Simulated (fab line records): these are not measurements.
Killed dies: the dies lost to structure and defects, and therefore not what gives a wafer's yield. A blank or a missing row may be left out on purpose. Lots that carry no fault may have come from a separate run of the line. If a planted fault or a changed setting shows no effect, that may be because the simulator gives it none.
The tool behind it: which one? | flow sky130 | 11 lots, 33 wafers sampled, at 2 steps of a route of 708

## WHAT EACH GAUGE READ, for each wafer
SKY_VIA3_THK_MEAS_23: measures by xrf.
lot  | measured     | on            | VIA3_W_THK (nm)
L139 | day 39 19:14 | film-metro-02 | 377 380 382
L140 | day 40 16:29 | film-metro-02 | 383 379 380
L141 | day 40 17:14 | film-metro-04 | 385 380 386
L143 | day 41 17:07 | film-metro-04 | 385 384 381
L146 | day 42 11:44 | film-metro-01 | 381 376 384
L148 | day 43 01:58 | film-metro-04 | 372 385 375
L150 | day 43 09:49 | film-metro-02 | 380 387 385
L149 | day 43 11:55 | film-metro-04 | 380 374 373
L152 | day 44 11:23 | film-metro-01 | 368 377 378
L161 | day 46 12:46 | film-metro-01 | 376 381 382
L162 | day 46 17:18 | film-metro-01 | 381 385 387

## EACH LOT AND THE TOOL THAT RAN IT (in order: tool; ch and the chambers of the sampled wafers; start)
lot  | SKY_VIA3_CMP_02
L139 | cmp-01 ch 1,2,3, day 38 16:16
L140 | cmp-01 ch 1,2,3, day 39 14:04
L141 | cmp-02 ch 0,1,2, day 39 15:14
L143 | cmp-02 ch 1,2,3, day 40 14:58
L146 | cmp-01 ch 0,1, day 41 09:47
L148 | cmp-02 ch 0,1,3, day 42 01:12
L150 | cmp-01 ch 0,1,2, day 42 08:59
L149 | cmp-02 ch 2,3, day 42 10:43
L152 | cmp-01 ch 0,1,3, day 43 11:13
L161 | cmp-02 ch 0,1,3, day 45 13:48
L162 | cmp-02 ch 1,2, day 45 18:20
- SKY_VIA3_CMP_02: polishes SiO2.

## THE ANSWER, worked out from the rows above alone
Rule: usual is defined by the lots themselves. Put in order of their means at a reading, lots are off if they are a third of the lots or fewer, leave a main group of 4 or more, and stand apart from it by a gap of 3 or more times the standard deviation of the main group's means; of several such gaps the widest counts. Not used: any main group whose means are identical at the precision the tables above print for the reading. Also off: a lot with no number at a reading for which 4 or more lots have one. All remaining lots with rows at the step are treated as sound.
No lot is off on any of the readings shown, so nothing can be concluded from this.

## WHAT WAS PUT IN BY THE SIMULATOR
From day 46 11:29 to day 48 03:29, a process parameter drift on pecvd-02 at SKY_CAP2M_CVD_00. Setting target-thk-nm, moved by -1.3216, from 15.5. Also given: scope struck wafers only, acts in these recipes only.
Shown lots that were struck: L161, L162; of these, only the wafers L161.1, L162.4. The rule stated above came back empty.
